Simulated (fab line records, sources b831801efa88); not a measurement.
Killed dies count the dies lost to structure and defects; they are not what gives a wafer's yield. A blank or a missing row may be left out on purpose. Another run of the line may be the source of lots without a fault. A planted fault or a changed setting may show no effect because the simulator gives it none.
fab line records    flow sky130
record lots=13  wafers=37  lastDay=50
route steps=708 shown RES_PROTECT@214 LDD_HVN@273 LDD_LDN@302 PAD_OPEN@708
lots that met no fault: from a run of the same line without faults
startH: the number of hours between the record's first day and the start of the first shown wafer of the lot    waitH: hours from the lot's prior step to this one    " identical to the entry in the row above    L1.1+2: a single row standing in for several wafers    - value missing, or start not given    * or withheld: withheld    < > ~ a bound
route shown NAME@n: names a module that has steps shown in the file, with the first one's number in the route    usual: mean/standard deviation taken from wafers without a fault    same: alike in all rows    chamber/n: place in a boat    sites: the reading at each site    _std_site: their standard deviation    _edge_site: outer sites' mean less inner sites'    radiusMm: for every site, how far away it sits from the centre of the wafer    mask NAME#n: copy n    behind: the tool/chamber that last shaped the wafer    hold: why the lot was held/for how many hours/how that ended    device: names the non-switching transistor (n, p or np)    end of line: tests of these same wafers at the route's end    a step with no rows: only its recipe    killed: count of dies lost to structure and defects at first sort (not the wafer's yield)    map: a wafer's dies, x killed, . not, _ none there
set.NAME: the run value of the setting; set.NAME@STEP: its run value at that earlier step    model.NAME: the simulator's own value behind a step, which no gauge read
steps of the route over a sample of lots; a table a step, a row a wafer
services: from which hour (startH, from the record's first day; less than 0 if before it) a tool's chamber was out of use, for how many hours, and why
## steps
# step SKY_RES_PROTECT_STRIP_07
# recipe chemistry=O2/N2  powerW=1400  pressureMtorr=1500  platenTempC=withheld  o2FlowSccm=3000  n2FlowSccm=300  overashFraction=0.5
# usual drypumpMotorCurrentA=5.7/0.43  oesProductAu=0.517/0.0047  stripTimeToEndpointS=23.29/0.042
lot.wafer  tool            chamber  startH  waitH  drypumpMotorCurrentA  oesProductAu  rfHoursCounterH  stripTimeToEndpointS
L144.2     plasmaAsher-02  0        349.68  0.1    5.4                   0.519         66               23.29
L144.3     "               0        "       "      5.4                   0.525         -                23.26
L144.6     "               0        "       "      5.4                   0.516         -                23.28
L145.1     plasmaAsher-01  1        349.69  0.1    5.9                   0.513         53               23.30
L145.5     "               0        "       "      5.8                   0.518         -                23.31
L145.6     "               1        "       "      5.9                   0.522         -                23.31
L146.3     plasmaAsher-01  0        349.90  0.1    5.7                   0.532         -                23.31
L146.4     "               1        "       "      5.9                   0.531         -                23.30
L146.5     "               1        "       "      5.9                   0.518         -                23.32
L149.1     plasmaAsher-02  1        380.44  0.1    5.5                   0.521         69               23.27
L149.2     "               0        "       "      5.4                   0.516         69               23.28
L149.3     "               0        "       "      5.3                   0.518         -                23.29
L147.1     plasmaAsher-01  1        380.93  0.1    5.9                   0.518         57               23.33
L147.3     "               0        "       "      5.7                   0.517         -                23.36
L147.6     "               0        "       "      5.7                   0.521         -                23.32
L150.1     plasmaAsher-01  0        415.87  0.1    5.7                   0.520         61               23.32
L150.3     "               1        "       "      5.9                   0.519         -                23.32
L150.6     "               0        "       "      5.7                   0.528         -                23.32
L153.1     plasmaAsher-04  1        438.27  0.1    5.4                   0.515         26               23.33
L153.5     "               0        "       "      6.6                   0.519         -                23.28
L153.6     "               1        "       "      5.4                   0.516         -                23.27
L152.3     plasmaAsher-02  1        441.80  0.1    5.5                   0.517         -                23.28
L152.4     "               0        "       "      5.3                   0.515         -                23.26
L152.5     "               0        "       "      5.4                   0.511         -                23.26
L154.1     plasmaAsher-01  0        442.07  0.1    5.7                   0.516         63               23.34
L154.2     "               1        "       "      5.9                   0.519         63               23.30
L154.6     "               0        "       "      5.7                   0.520         -                23.29
L158.3     plasmaAsher-04  0        469.88  0.1    6.6                   0.509         -                23.38
L158.4     "               1        "       "      5.4                   0.516         -                23.30
L158.6     "               1        "       "      5.4                   0.517         -                23.34
L157.2     plasmaAsher-01  1        470.62  0.1    5.9                   0.512         66               23.29
L157.5     "               0        "       "      5.7                   0.513         -                23.27
L157.6     "               1        "       "      5.9                   0.516         -                23.33
L162.3     plasmaAsher-04  1        499.26  0.1    5.4                   0.516         -                23.21
L162.4     "               0        "       "      6.6                   0.516         -                23.26
L164.4     plasmaAsher-02  1        515.55  0.1    5.5                   0.518         -                23.38
L164.6     "               0        "       "      5.4                   0.515         -                23.32
# step SKY_LDD_HVN_DEVELOP_06
# recipe resist=NOVOLAK  developer=TMAH  developTimeS=60  devTempC=23
# usual resistLineTempC=23.00/0.12
lot.wafer  tool           chamber  startH  waitH  resistLineTempC
L145.1     lithoTrack-01  0        475.67  0.1    23.13
L145.5     "              0        "       "      23.04
L145.6     "              0        "       "      23.08
L146.3     lithoTrack-02  0        476.84  0.1    22.91
L146.4     "              0        "       "      23.06
L146.5     "              0        "       "      22.88
L144.2     lithoTrack-03  0        477.50  0.1    23.04
L144.3     "              0        "       "      23.07
L144.6     "              0        "       "      23.12
L149.1     lithoTrack-01  0        509.17  0.1    23.04
L149.2     "              0        "       "      23.10
L149.3     "              0        "       "      23.07
L147.1     lithoTrack-01  0        510.12  0.1    22.91
L147.3     "              0        "       "      22.88
L147.6     "              0        "       "      22.87
L150.1     lithoTrack-03  0        545.68  0.1    23.05
L150.3     "              0        "       "      22.91
L150.6     "              0        "       "      23.03
L153.1     lithoTrack-02  0        565.84  0.1    23.03
L153.5     "              0        "       "      22.92
L153.6     "              0        "       "      22.97
L152.3     lithoTrack-01  0        567.97  0.1    22.79
L152.4     "              0        "       "      22.94
L152.5     "              0        "       "      22.88
L154.1     lithoTrack-02  0        570.89  0.1    23.14
L154.2     "              0        "       "      23.08
L154.6     "              0        "       "      23.14
L158.3     lithoTrack-01  0        596.42  0.1    23.00
L158.4     "              0        "       "      22.99
L158.6     "              0        "       "      23.01
L157.2     lithoTrack-02  0        598.12  0.1    22.93
L157.5     "              0        "       "      22.91
L157.6     "              0        "       "      23.05
L162.3     lithoTrack-02  0        622.99  0.1    23.17
L162.4     "              0        "       "      23.10
L164.4     lithoTrack-02  0        636.47  0.1    23.19
L164.6     "              0        "       "      23.19
# step SKY_LDD_HVN_OVL_MEAS_07
# usual LDD_HVN_OVL=1.2/1.5
lot.wafer  tool        chamber  startH  waitH  LDD_HVN_OVL[nm]
L145.1     overlay-01  -        475.82  0.1    1.4
L145.5     "           -        "       "      2.6
L145.6     "           -        "       "      2.5
L146.3     overlay-01  -        476.96  0.1    0.1
L146.4     "           -        "       "      0.0
L146.5     "           -        "       "      1.7
L144.2     overlay-02  -        477.63  0.1    0.9
L144.3     "           -        "       "      -0.5
L144.6     "           -        "       "      0.7
L149.1     overlay-02  -        509.32  0.1    -0.4
L149.2     "           -        "       "      1.5
L149.3     "           -        "       "      1.5
L147.1     overlay-01  -        510.27  0.1    -1.3
L147.3     "           -        "       "      0.6
L147.6     "           -        "       "      0.1
L150.1     overlay-02  -        545.83  0.1    1.9
L150.3     "           -        "       "      2.8
L150.6     "           -        "       "      3.4
L153.1     overlay-02  -        565.99  0.1    -0.5
L153.5     "           -        "       "      -0.5
L153.6     "           -        "       "      -1.4
L152.3     overlay-01  -        568.08  0.1    3.0
L152.4     "           -        "       "      2.2
L152.5     "           -        "       "      -0.3
L154.1     overlay-01  -        571.04  0.1    0.9
L154.2     "           -        "       "      2.8
L154.6     "           -        "       "      2.6
L158.3     overlay-02  -        596.53  0.1    1.9
L158.4     "           -        "       "      1.9
L158.6     "           -        "       "      0.1
L157.2     overlay-02  -        598.28  0.1    1.7
L157.5     "           -        "       "      2.4
L157.6     "           -        "       "      2.5
L162.3     overlay-01  -        623.10  0.1    -0.1
L162.4     "           -        "       "      0.8
L164.4     overlay-02  -        636.56  0.1    -1.1
L164.6     "           -        "       "      0.0
# step SKY_LDD_HVN_TW_MEAS_10
# usual LDD_HVN_TW=1423/17
lot.wafer  tool          chamber  startH  waitH  LDD_HVN_TW
L145.1     filmMetro-02  -        476.10  0.1    1448
L145.5     "             -        "       "      1446
L145.6     "             -        "       "      1442
L146.3     filmMetro-04  -        477.25  0.1    1436
L146.4     "             -        "       "      1454
L146.5     "             -        "       "      1447
L144.2     filmMetro-02  -        477.92  0.1    1442
L144.3     "             -        "       "      1447
L144.6     "             -        "       "      1435
L149.1     filmMetro-01  -        509.60  0.1    1395
L149.2     "             -        "       "      1404
L149.3     "             -        "       "      1407
L147.1     filmMetro-01  -        510.55  0.1    1410
L147.3     "             -        "       "      1401
L147.6     "             -        "       "      1404
L150.1     filmMetro-01  -        546.11  0.1    1414
L150.3     "             -        "       "      1417
L150.6     "             -        "       "      1409
L153.1     filmMetro-04  -        566.28  0.1    1441
L153.5     "             -        "       "      1448
L153.6     "             -        "       "      1445
L152.3     filmMetro-04  -        568.37  0.1    1434
L152.4     "             -        "       "      1436
L152.5     "             -        "       "      1440
L154.1     filmMetro-02  -        571.43  0.1    1432
L154.2     "             -        "       "      1429
L154.6     "             -        "       "      1428
L158.3     filmMetro-02  -        596.82  0.1    1425
L158.4     "             -        "       "      1431
L158.6     "             -        "       "      1430
L157.2     filmMetro-02  -        598.57  0.1    1426
L157.5     "             -        "       "      1446
L157.6     "             -        "       "      1429
L162.3     filmMetro-01  -        623.40  0.1    1415
L162.4     "             -        "       "      1349
L164.4     filmMetro-04  -        636.86  0.1    1382
L164.6     "             -        "       "      1375
# step SKY_LDD_LDN_TW_MEAS_13
# usual LDD_LDN_TW=1474/20
lot.wafer  tool          chamber  startH  waitH  LDD_LDN_TW
L145.1     filmMetro-04  -        537.73  0.1    1490
L145.5     "             -        "       "      1495
L145.6     "             -        "       "      1486
L146.3     filmMetro-04  -        540.03  0.1    1495
L146.4     "             -        "       "      1494
L146.5     "             -        "       "      1491
L144.2     filmMetro-04  -        541.45  0.1    1497
L144.3     "             -        "       "      1496
L144.6     "             -        "       "      1503
L149.1     filmMetro-03  -        570.38  0.1    1498
L149.2     "             -        "       "      1495
L149.3     "             -        "       "      1501
L147.1     filmMetro-01  -        571.39  0.1    1448
L147.3     "             -        "       "      1442
L147.6     "             -        "       "      1441
L150.1     filmMetro-03  -        604.93  0.1    1480
L150.3     "             -        "       "      1485
L150.6     "             -        "       "      1485
L153.1     filmMetro-04  -        624.29  0.1    1481
L153.5     "             -        "       "      1480
L153.6     "             -        "       "      1481
L152.3     filmMetro-04  -        627.78  0.1    1488
L152.4     "             -        "       "      1488
L152.5     "             -        "       "      1487
L154.1     filmMetro-03  -        630.01  0.1    1504
L154.2     "             -        "       "      1493
L154.6     "             -        "       "      1497
L158.3     filmMetro-01  -        655.51  0.1    1463
L158.4     "             -        "       "      1461
L158.6     "             -        "       "      1453
L157.2     filmMetro-01  -        656.57  0.1    1458
L157.5     "             -        "       "      1461
L157.6     "             -        "       "      1454
L162.3     filmMetro-01  -        680.40  0.1    1455
L162.4     "             -        "       "      1458
L164.4     filmMetro-01  -        694.21  0.1    1459
L164.6     "             -        "       "      1454
# step SKY_PAD_OPEN_PROBE_99
# usual killed_at_M0_to_M3=44/7.7  killed_at_M4_up=3.0/1.9  killedAtContacts=25/5.6  killedAtFrontEnd=15/4.6  killedAtOther=0.3/0.47  killedDies=86/9.9  killedOpen=47/7.4  killedShort=39/5.9
# same grossDies=492  killedAtBackSide=0
lot.wafer  tool       chamber  startH   waitH  killed_at_M0_to_M3  killed_at_M4_up  killedAtContacts  killedAtFrontEnd  killedAtOther  killedDies  killedOpen  killedShort
L145.1     prober-02  -        1086.90  0.1    44                  0                33                17                1              95          54          41
L145.5     prober-02  -        1087.10  0.2    46                  1                26                15                0              88          51          37
L145.6     prober-02  -        1087.15  0.2    49                  4                26                10                0              89          47          42
L147.1     prober-02  -        1109.12  0.1    40                  4                34                10                0              88          49          39
L147.3     prober-02  -        1109.22  0.2    50                  5                22                15                0              92          51          41
L147.6     prober-02  -        1109.37  0.2    49                  6                32                16                0              103         59          44
L150.1     prober-01  -        1135.26  0.1    54                  4                18                17                1              94          50          44
L150.3     prober-01  -        1135.36  0.2    57                  3                24                13                1              98          49          49
L150.6     prober-01  -        1135.51  0.2    43                  2                30                9                 0              84          43          41
L158.3     prober-02  -        1165.74  0.2    48                  6                28                10                0              92          49          43
L158.4     prober-02  -        1165.79  0.2    53                  3                18                16                1              91          48          43
L158.6     prober-02  -        1165.89  0.2    52                  6                24                18                1              101         60          41
L157.2     prober-02  -        1166.03  0.1    33                  2                34                8                 0              77          42          35
L157.5     prober-02  -        1166.18  0.2    49                  4                30                6                 1              90          47          43
L157.6     prober-02  -        1166.23  0.2    34                  3                28                8                 0              73          40          33
L162.3     prober-02  -        1179.82  0.2    41                  1                24                18                0              84          54          30
L162.4     prober-02  -        1179.87  0.2    45                  5                18                18                0              86          51          35
L164.4     prober-02  -        1190.06  0.2    28                  3                23                20                0              74          40          30
L164.6     prober-02  -        1190.16  0.2    36                  5                27                12                1              81          38          43
# killed by level:class
L145.1 CONTACT:geometricParticle:open=14 LI_CONTACT:geometricParticle:open=9 METAL2:geometricParticle:short=8 CONTACT:geometricParticle:short=7 VIA1:geometricParticle:open=7 POLY_GATE:geometricParticle:open=6 VIA1:geometricParticle:short=5 VIA2:geometricParticle:open=5
L145.5 VIA1:geometricParticle:open=15 LI_CONTACT:geometricParticle:open=7 POLY_GATE:geometricParticle:open=6 CONTACT:geometricParticle:open=6 METAL1:geometricParticle:short=6 VIA3:geometricParticle:open=6 CONTACT:geometricParticle:short=5 VIA2:geometricParticle:open=5
L145.6 METAL1:geometricParticle:short=11 VIA2:geometricParticle:open=9 CONTACT:geometricParticle:open=7 LOCAL_INTERCONNECT:geometricParticle:short=6 VIA3:geometricParticle:open=6 POLY_GATE:geometricParticle:open=5 LI_CONTACT:geometricParticle:open=5 VIA1:geometricParticle:open=5
L147.1 LI_CONTACT:geometricParticle:open=10 CONTACT:geometricParticle:open=10 VIA1:geometricParticle:open=8 VIA3:geometricParticle:open=8 LOCAL_INTERCONNECT:geometricParticle:short=7 VIA2:geometricParticle:open=5 LI_CONTACT:geometricParticle:short=4 METAL1:geometricParticle:short=4
L147.3 VIA2:geometricParticle:open=14 CONTACT:geometricParticle:open=9 VIA1:geometricParticle:open=8 METAL2:geometricParticle:short=8 LI_CONTACT:geometricParticle:open=7 VIA2:geometricParticle:short=5 VIA3:geometricParticle:open=5 METAL4:geometricParticle:short=5
L147.6 LI_CONTACT:geometricParticle:open=10 CONTACT:geometricParticle:open=9 VIA1:geometricParticle:open=9 VIA3:geometricParticle:open=8 VIA1:geometricParticle:short=8 METAL1:geometricParticle:short=5 FIELD_ISO:geometricParticle:open=4 POLY_GATE:geometricParticle:short=4
L150.1 VIA1:geometricParticle:open=13 CONTACT:geometricParticle:short=8 METAL2:geometricParticle:short=7 VIA2:geometricParticle:open=7 CONTACT:geometricParticle:open=6 VIA3:geometricParticle:open=6 POLY_GATE:geometricParticle:open=5 METAL3:geometricParticle:short=5
L150.3 VIA1:geometricParticle:open=12 LI_CONTACT:geometricParticle:open=9 METAL2:geometricParticle:short=7 VIA2:geometricParticle:open=7 POLY_GATE:geometricParticle:short=6 VIA3:geometricParticle:open=6 VIA1:geometricParticle:short=5 CONTACT:geometricParticle:open=5
L150.6 CONTACT:geometricParticle:open=10 LI_CONTACT:geometricParticle:open=9 VIA1:geometricParticle:short=8 VIA1:geometricParticle:open=7 CONTACT:geometricParticle:short=5 METAL1:geometricParticle:short=4 METAL2:geometricParticle:short=4 VIA2:geometricParticle:open=4
L158.3 VIA1:geometricParticle:open=15 LI_CONTACT:geometricParticle:open=7 CONTACT:geometricParticle:open=7 CONTACT:geometricParticle:short=6 METAL2:geometricParticle:short=6 VIA3:geometricParticle:open=6 LOCAL_INTERCONNECT:geometricParticle:short=5 VIA1:geometricParticle:short=5
L158.4 VIA1:geometricParticle:open=15 VIA3:geometricParticle:open=10 VIA3:geometricParticle:short=10 CONTACT:geometricParticle:open=8 FIELD_ISO:geometricParticle:short=4 POLY_GATE:geometricParticle:short=4 METAL1:geometricParticle:short=4 VIA2:geometricParticle:open=4
L158.6 VIA1:geometricParticle:open=11 VIA2:geometricParticle:open=11 CONTACT:geometricParticle:open=9 VIA3:geometricParticle:open=8 LI_CONTACT:geometricParticle:open=6 VIA3:geometricParticle:short=5 METAL4:geometricParticle:short=4 FIELD_ISO:geometricParticle:open=4
L157.2 VIA1:geometricParticle:open=10 CONTACT:geometricParticle:open=9 LI_CONTACT:geometricParticle:open=8 METAL2:geometricParticle:short=8 LOCAL_INTERCONNECT:geometricParticle:short=6 CONTACT:geometricParticle:short=5 VIA2:geometricParticle:open=5 LI_CONTACT:geometricParticle:short=4
L157.5 VIA1:geometricParticle:open=10 LI_CONTACT:geometricParticle:open=9 CONTACT:geometricParticle:open=9 METAL2:geometricParticle:short=9 VIA2:geometricParticle:open=8 VIA1:geometricParticle:short=6 CONTACT:geometricParticle:short=5 LOCAL_INTERCONNECT:geometricParticle:short=4
L157.6 CONTACT:geometricParticle:open=13 VIA1:geometricParticle:open=6 LI_CONTACT:geometricParticle:open=5 LOCAL_INTERCONNECT:geometricParticle:short=5 METAL1:geometricParticle:short=5 VIA2:geometricParticle:open=5 FIELD_ISO:geometricParticle:open=3 VIA1:geometricParticle:short=3
L162.3 VIA3:geometricParticle:open=11 CONTACT:geometricParticle:open=9 LI_CONTACT:geometricParticle:open=7 POLY_GATE:geometricParticle:open=5 VIA2:geometricParticle:open=5 CONTACT:geometricParticle:short=5 VIA1:geometricParticle:short=5 VIA1:geometricParticle:open=5
L162.4 FIELD_ISO:geometricParticle:open=9 VIA1:geometricParticle:open=9 CONTACT:geometricParticle:open=8 VIA2:geometricParticle:open=8 VIA3:geometricParticle:open=7 METAL1:geometricParticle:short=6 METAL2:geometricParticle:short=6 LOCAL_INTERCONNECT:geometricParticle:short=5
L164.4 CONTACT:geometricParticle:open=12 VIA2:geometricParticle:open=7 FIELD_ISO:geometricParticle:open=5 FIELD_ISO:geometricParticle:short=4 CONTACT:geometricParticle:short=4 POLY_GATE:areaEtch=4 METAL2:geometricParticle:open=3 SPACER:geometricParticle:short=3
L164.6 CONTACT:geometricParticle:open=9 METAL1:geometricParticle:short=6 LI_CONTACT:geometricParticle:open=5 CONTACT:geometricParticle:short=5 VIA2:geometricParticle:open=5 METAL4:geometricParticle:short=5 VIA3:geometricParticle:open=4 LI_CONTACT:geometricParticle:short=4
## services
tool            chamber  startH  hours  kind
plasmaAsher-01  -        333.99  14.6   pm
plasmaAsher-04  -        344.94  57.4   repair
plasmaAsher-04  -        417.84  1.1    repair
plasmaAsher-01  -        477.47  1.2    repair
plasmaAsher-01  -        608.61  1.0    repair
## key
firstSign step=SKY_LDD_HVN_TW_MEAS_10  reading=LDD_HVN_TW  direction=down  sigmas=3.1  usual=1423  struck=1369
effect none on later readings
metAt SKY_LDD_HVN_DEVELOP_06
struckLots L162,L164
struckWafers L162.4,L164.4,L164.6
testerLeftOut L162,L164
notActingAt SKY_RES_PROTECT_STRIP_07,SKY_LDD_HVN_OVL_MEAS_07,SKY_LDD_LDN_TW_MEAS_13
onsetBetween 598.12 622.99
fault kind=processParameterDrift  tool=lithoTrack-02  chamber=-  onsetH=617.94  steps=SKY_LDD_HVN_DEVELOP_06  channel=developTimeS  offset=*  shape=step  endH=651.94  scope=struckWafersOnly  actsIn=*  stated=*
# testerLeftOut: of these lots the tester's yield and bins aren't shown, on N5 and GAA mostly nor the transistor test; their killed dies are dies lost to structure and defects alone, not to doping, threshold or leakage, so they don't give the yield
